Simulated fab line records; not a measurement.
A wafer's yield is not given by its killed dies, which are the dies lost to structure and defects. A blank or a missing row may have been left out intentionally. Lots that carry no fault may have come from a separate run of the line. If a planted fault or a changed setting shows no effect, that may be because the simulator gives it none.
fab line records	flow gf180mcu
[record] lots = 13	wafers = 39	last-day = 34
route steps=602 shown STI@3 MVPSD@87 SALICIDE@280 CONTACT@311
lots that met no fault: from a run of the same line without faults
start-h: hours from the record's opening day to when the first of the lot's shown wafers began	wait-h: hours elapsed since this lot's preceding step	" as in the row above	L1.1+2: one row covering several wafers at once	- no value, or no start was given	* or withheld: withheld	< > ~ a bound
route shown NAME@n: NAME is a module with steps in the file, n the number in the route of the first one	usual: mean/standard deviation taken from wafers without a fault	same: alike in all rows	chamber/n: place in a boat	sites: per-site readings	_std_site: their standard deviation	_edge_site: the outer-site mean with the inner-site mean subtracted	radius-mm: for every site, how far away it sits from the centre of the wafer	mask NAME#n: copy n	behind: the last tool/chamber to shape the wafer	hold: why the lot went on hold/how many hours it stayed there/how the hold came to an end	device: the n, p or np transistor that did not switch	end of line: the route-end tests of the same wafers	a step without rows: its recipe alone	killed: at the first sort, the dies lost to defects and structure; wafer yield is something else	map: dies across one wafer; x = killed, . = not, _ = none there
set.NAME: the setting as run; set.NAME@STEP: as run at that earlier step	model.NAME: the simulator's own value behind a step, which no gauge read
the route's steps for a sample of lots (tables are steps, rows are wafers)
services: from which hour (start-h, from the record's first day; less than 0 if before it) a tool's chamber was out of use, for how many hours, and why
[[steps]]
[step GF_STI_THK_MEAS_02]
[recipe] reads = SiO2_of_STI_OXIDATION_01
[usual] STI_OXIDATION_THK = 10.09/0.18
lot.wafer	tool	chamber	start-h	wait-h	STI_OXIDATION_THK[nm]
L438.1	film-metro-03	-	11.51	0.0	10.03
L438.2	"	-	"	"	10.01
L438.6	"	-	"	"	10.12
L441.2	film-metro-01	-	26.85	0.0	9.93
L441.3	"	-	"	"	10.03
L441.6	"	-	"	"	10.13
L442.1	film-metro-02	-	31.51	0.0	10.09
L442.2	"	-	"	"	9.92
L442.6	"	-	"	"	9.90
L444.1	film-metro-02	-	42.14	0.0	10.43
L444.3	"	-	"	"	10.34
L444.4	"	-	"	"	10.25
L445.2	film-metro-01	-	46.60	0.0	10.10
L445.4	"	-	"	"	10.11
L445.5	"	-	"	"	10.26
L446.1	film-metro-01	-	52.07	0.0	9.90
L446.5	"	-	"	"	9.96
L446.6	"	-	"	"	9.82
L447.2	film-metro-02	-	56.52	0.0	10.17
L447.4	"	-	"	"	10.09
L447.5	"	-	"	"	10.16
L448.3	film-metro-01	-	62.59	0.0	10.09
L448.4	"	-	"	"	10.01
L448.6	"	-	"	"	10.12
L449.1	film-metro-02	-	66.65	0.0	9.71
L449.2	"	-	"	"	9.86
L449.3	"	-	"	"	9.74
L451.4	film-metro-01	-	76.54	0.0	10.01
L451.5	"	-	"	"	9.89
L451.6	"	-	"	"	9.91
L454.1	film-metro-02	-	91.51	0.0	9.88
L454.2	"	-	"	"	10.11
L454.3	"	-	"	"	9.98
L460.2	film-metro-02	-	121.52	0.0	10.25
L460.4	"	-	"	"	10.05
L460.5	"	-	"	"	10.18
L461.2	film-metro-01	-	127.76	0.0	10.10
L461.3	"	-	"	"	10.11
L461.6	"	-	"	"	10.11
[step GF_MVPSD_IMPLANT_09]
[recipe] species = B	energy-kev = 40	dose-cm2 = 5e+12	tilt-deg = 0
[usual] dose-ions-cm2 = 5e+12/5.2e+09	faraday-current-uA = 28.2/0.58
lot.wafer	tool	chamber	start-h	wait-h	dose-ions-cm2	faraday-current-uA
L438.1	implanter-03	0	96.69	0.1	5.001e+12	28.1
L438.2	"	0	"	"	4.999e+12	28.4
L438.6	"	0	"	"	5.011e+12	27.7
L441.2	implanter-03	0	113.96	0.1	5.008e+12	27.9
L441.3	"	0	"	"	4.995e+12	28.1
L441.6	"	0	"	"	5.001e+12	28.9
L442.1	implanter-04	0	120.60	0.1	5.004e+12	27.3
L442.2	"	0	"	"	5.001e+12	27.7
L442.6	"	0	"	"	5.004e+12	28.3
L444.1	implanter-02	0	130.19	0.1	5e+12	28.7
L444.3	"	0	"	"	5.006e+12	27.2
L444.4	"	0	"	"	4.999e+12	27.9
L445.2	implanter-04	0	139.46	0.1	5.006e+12	28.3
L445.4	"	0	"	"	5e+12	27.9
L445.5	"	0	"	"	5.01e+12	28.4
L446.1	implanter-04	0	144.24	0.1	4.997e+12	27.2
L446.5	"	0	"	"	4.999e+12	28.1
L446.6	"	0	"	"	5e+12	27.3
L447.2	implanter-03	0	149.56	0.1	5.002e+12	27.9
L447.4	"	0	"	"	5.005e+12	27.7
L447.5	"	0	"	"	5.003e+12	27.9
L448.3	implanter-03	0	159.25	0.1	5.003e+12	28.1
L448.4	"	0	"	"	5.005e+12	27.8
L448.6	"	0	"	"	5.008e+12	28.7
L449.1	implanter-02	0	162.50	0.1	5.002e+12	28.7
L449.2	"	0	"	"	4.997e+12	28.4
L449.3	"	0	"	"	4.997e+12	27.3
L451.4	implanter-03	0	174.41	0.1	5.005e+12	27.5
L451.5	"	0	"	"	5.007e+12	29.4
L451.6	"	0	"	"	5.005e+12	28.4
L454.1	implanter-02	0	192.53	0.1	4.993e+12	28.1
L454.2	"	0	"	"	4.995e+12	27.3
L454.3	"	0	"	"	5.001e+12	28.3
L460.2	implanter-02	0	228.82	0.1	3.379e+12	18.5
L460.4	"	0	"	"	3.369e+12	18.4
L460.5	"	0	"	"	3.37e+12	19.1
L461.2	implanter-02	0	241.41	0.1	3.38e+12	19.0
L461.3	"	0	"	"	3.384e+12	19.8
L461.6	"	0	"	"	3.382e+12	19.5
[step GF_MVPSD_TW_MEAS_11]
[usual] MVPSD_TW = 558/3
lot.wafer	tool	chamber	start-h	wait-h	MVPSD_TW
L438.1	film-metro-01	-	96.94	0.1	559
L438.2	"	-	"	"	560
L438.6	"	-	"	"	560
L441.2	film-metro-01	-	114.20	0.1	562
L441.3	"	-	"	"	560
L441.6	"	-	"	"	562
L442.1	film-metro-03	-	120.85	0.1	556
L442.2	"	-	"	"	557
L442.6	"	-	"	"	553
L444.1	film-metro-04	-	130.44	0.1	559
L444.3	"	-	"	"	562
L444.4	"	-	"	"	561
L445.2	film-metro-03	-	139.70	0.1	557
L445.4	"	-	"	"	559
L445.5	"	-	"	"	555
L446.1	film-metro-04	-	144.49	0.1	561
L446.5	"	-	"	"	559
L446.6	"	-	"	"	559
L447.2	film-metro-01	-	149.80	0.1	558
L447.4	"	-	"	"	557
L447.5	"	-	"	"	560
L448.3	film-metro-04	-	159.47	0.1	558
L448.4	"	-	"	"	556
L448.6	"	-	"	"	558
L449.1	film-metro-01	-	162.75	0.1	554
L449.2	"	-	"	"	555
L449.3	"	-	"	"	557
L451.4	film-metro-04	-	174.62	0.1	559
L451.5	"	-	"	"	560
L451.6	"	-	"	"	560
L454.1	film-metro-03	-	192.78	0.1	558
L454.2	"	-	"	"	556
L454.3	"	-	"	"	556
L460.2	film-metro-03	-	229.06	0.1	547
L460.4	"	-	"	"	544
L460.5	"	-	"	"	546
L461.2	film-metro-04	-	241.64	0.1	553
L461.3	"	-	"	"	554
L461.6	"	-	"	"	550
[step GF_VT_IMPLANT_RS_MEAS_49]
[recipe] thk-meas-gauge = four-point-probe
[usual] MVPSD_RS = 1168.3/2.9
lot.wafer	tool	chamber	start-h	wait-h	MVPSD_RS[ohm/sq]
L438.1	film-metro-03	-	158.66	0.1	1167.9
L438.2	"	-	"	"	1163.3
L438.6	"	-	"	"	1165.3
L441.2	film-metro-01	-	177.70	0.1	1165.6
L441.3	"	-	"	"	1166.6
L441.6	"	-	"	"	1167.5
L442.1	film-metro-04	-	185.86	0.1	1168.4
L442.2	"	-	"	"	1165.5
L442.6	"	-	"	"	1169.2
L444.1	film-metro-01	-	195.37	0.1	1167.0
L444.3	"	-	"	"	1167.2
L444.4	"	-	"	"	1166.7
L445.2	film-metro-03	-	206.03	0.1	1171.2
L445.4	"	-	"	"	1170.9
L445.5	"	-	"	"	1169.2
L446.1	film-metro-04	-	212.30	0.1	1168.0
L446.5	"	-	"	"	1165.0
L446.6	"	-	"	"	1168.8
L447.2	film-metro-04	-	217.03	0.1	1166.6
L447.4	"	-	"	"	1164.2
L447.5	"	-	"	"	1163.8
L448.3	film-metro-01	-	228.41	0.1	1175.2
L448.4	"	-	"	"	1174.3
L448.6	"	-	"	"	1172.8
L449.1	film-metro-03	-	233.12	0.1	1168.7
L449.2	"	-	"	"	1166.8
L449.3	"	-	"	"	1166.5
L451.4	film-metro-01	-	243.70	0.1	1166.4
L451.5	"	-	"	"	1165.3
L451.6	"	-	"	"	1166.9
L454.1	film-metro-01	-	265.61	0.1	1168.8
L454.2	"	-	"	"	1168.5
L454.3	"	-	"	"	1168.2
L460.2	film-metro-04	-	305.33	0.1	1250.6
L460.4	"	-	"	"	1250.2
L460.5	"	-	"	"	1251.9
L461.2	film-metro-01	-	319.74	0.1	1246.6
L461.3	"	-	"	"	1241.2
L461.6	"	-	"	"	1242.7
[step GF_SALICIDE_SPUTTER_02]
[recipe] material = Co	target-thk-nm = 10	power-w = 1000	time-s = 20	chamber-pressure-pa = 0.4
[usual] throttle-valve-pct = 29.9/1.3
lot.wafer	tool	chamber	start-h	wait-h	throttle-valve-pct
L438.1	pvd-sputter-01	-	338.19	0.0	32.9
L438.2	"	-	"	"	29.1
L438.6	"	-	"	"	29.6
L441.2	pvd-sputter-04	-	363.92	0.0	29.1
L441.3	"	-	"	"	29.1
L441.6	"	-	"	"	28.8
L442.1	pvd-sputter-01	-	373.64	0.0	30.0
L442.2	"	-	"	"	28.8
L442.6	"	-	"	"	29.4
L444.1	pvd-sputter-02	-	385.76	0.0	29.2
L444.3	"	-	"	"	31.5
L444.4	"	-	"	"	28.0
L445.2	pvd-sputter-01	-	404.74	0.0	32.8
L445.4	"	-	"	"	30.1
L445.5	"	-	"	"	29.0
L446.1	pvd-sputter-02	-	407.45	0.0	29.3
L446.5	"	-	"	"	28.4
L446.6	"	-	"	"	29.5
L447.2	pvd-sputter-02	-	413.92	0.0	29.3
L447.4	"	-	"	"	30.6
L447.5	"	-	"	"	30.4
L448.3	pvd-sputter-01	-	430.06	0.0	29.7
L448.4	"	-	"	"	29.4
L448.6	"	-	"	"	29.2
L449.1	pvd-sputter-02	-	438.42	0.0	31.4
L449.2	"	-	"	"	30.4
L449.3	"	-	"	"	27.8
L451.4	pvd-sputter-04	-	448.51	0.0	30.2
L451.5	"	-	"	"	29.7
L451.6	"	-	"	"	29.0
L454.1	pvd-sputter-01	-	481.05	0.0	29.4
L454.2	"	-	"	"	30.1
L454.3	"	-	"	"	29.1
L460.2	pvd-sputter-02	-	524.95	0.0	29.4
L460.4	"	-	"	"	31.5
L460.5	"	-	"	"	29.4
L461.2	pvd-sputter-01	-	542.02	0.0	29.4
L461.3	"	-	"	"	30.0
L461.6	"	-	"	"	32.6
[step GF_CONTACT_CVD_24]
[recipe] material = W	target-thk-nm = 300	time-s = 90.339	temp-c = 400	pressure-torr = 40
[usual] heater-power-w = 851/70
lot.wafer	tool	chamber	start-h	wait-h	heater-power-w
L438.1	cvd-w-01	0	361.93	0.0	915
L438.2	"	1	"	"	978
L438.6	"	0	"	"	940
L441.2	cvd-w-02	0	388.33	0.0	772
L441.3	"	1	"	"	845
L441.6	"	0	"	"	776
L442.1	cvd-w-02	1	398.27	0.0	871
L442.2	"	0	"	"	753
L442.6	"	1	"	"	857
L444.1	cvd-w-02	1	411.17	0.0	839
L444.3	"	0	"	"	766
L444.4	"	1	"	"	864
L445.2	cvd-w-01	0	430.21	0.0	909
L445.4	"	0	"	"	912
L445.5	"	1	"	"	943
L446.1	cvd-w-02	1	432.86	0.0	885
L446.5	"	0	"	"	762
L446.6	"	1	"	"	869
L447.2	cvd-w-01	1	440.11	0.0	924
L447.4	"	0	"	"	899
L447.5	"	1	"	"	935
L448.3	cvd-w-01	1	455.86	0.1	919
L448.4	"	0	"	"	902
L448.6	"	0	"	"	884
L449.1	cvd-w-02	0	465.08	0.0	774
L449.2	"	1	"	"	868
L449.3	"	1	"	"	905
L451.4	cvd-w-02	0	474.26	0.1	768
L451.5	"	1	"	"	871
L451.6	"	0	"	"	771
L454.1	cvd-w-01	0	506.58	0.0	906
L454.2	"	1	"	"	955
L454.3	"	0	"	"	893
L460.2	cvd-w-02	0	549.19	0.0	761
L460.4	"	0	"	"	770
L460.5	"	0	"	"	778
L461.2	cvd-w-02	1	566.21	0.0	876
L461.3	"	0	"	"	764
L461.6	"	0	"	"	773
[[services]]
tool	chamber	start-h	hours	kind
pvd-sputter-01	-	96.05	1.6	repair
pvd-sputter-02	-	101.08	1.4	repair
implanter-03	-	108.27	3.0	repair
implanter-03	-	116.92	8.5	pm
cvd-w-01	-	124.25	6.9	pm
implanter-02	-	145.04	12.7	repair
cvd-w-01	-	155.81	2.5	repair
implanter-02	-	158.58	3.2	pm
cvd-w-02	-	160.53	2.4	repair
implanter-02	-	180.21	1.7	repair
implanter-03	-	194.61	7.9	repair
implanter-03	-	205.91	2.1	repair
pvd-sputter-01	-	218.51	1.1	repair
pvd-sputter-01	-	230.17	2.8	repair
implanter-02	-	247.08	4.0	pm
implanter-03	-	256.85	3.8	pm
pvd-sputter-02	-	270.84	1.5	repair
cvd-w-01	-	283.91	0.3	repair
cvd-w-02	1	311.90	7.1	repair
pvd-sputter-01	-	325.32	9.4	repair
implanter-02	-	332.12	1.3	repair
cvd-w-02	1	342.29	6.9	repair
pvd-sputter-01	-	391.92	4.0	repair
pvd-sputter-01	-	523.33	1.2	repair
[[key]]
[first-sign] step = GF_MVPSD_IMPLANT_09	reading = dose-ions-cm2	direction = down	sigmas = 99+	usual = 5e+12	struck = 3.377e+12
[effect] step = GF_MVPSD_IMPLANT_09	reading = faraday-current-uA	direction = down	sigmas = 16	usual = 28.2	struck = 19.1
[effect] step = GF_MVPSD_TW_MEAS_11	reading = MVPSD_TW	direction = down	sigmas = 3	usual = 558	struck = 549
[effect] step = GF_VT_IMPLANT_RS_MEAS_49	reading = MVPSD_RS	direction = up	sigmas = 27	usual = 1168.3	struck = 1247.2
met-at GF_MVPSD_IMPLANT_09
struck-lots L460,L461
tester-left-out L460,L461
not-acting-at GF_STI_THK_MEAS_02,GF_SALICIDE_SPUTTER_02,GF_CONTACT_CVD_24
onset-between 192.53 228.82
[fault] kind = process-parameter-drift	tool = implanter-02	chamber = -	onset-h = 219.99	steps = GF_MVPSD_IMPLANT_09	channel = dose-cm2	offset = -1.6262e+12	shape = step	end-h = 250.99	acts-in = these-recipes-only	stated = 5e+12
// tester-left-out: of these lots the tester's yield and bins aren't shown, on N5 and GAA mostly nor the transistor test; their killed dies are dies lost to structure and defects alone, not to doping, threshold or leakage, so they don't give the yield
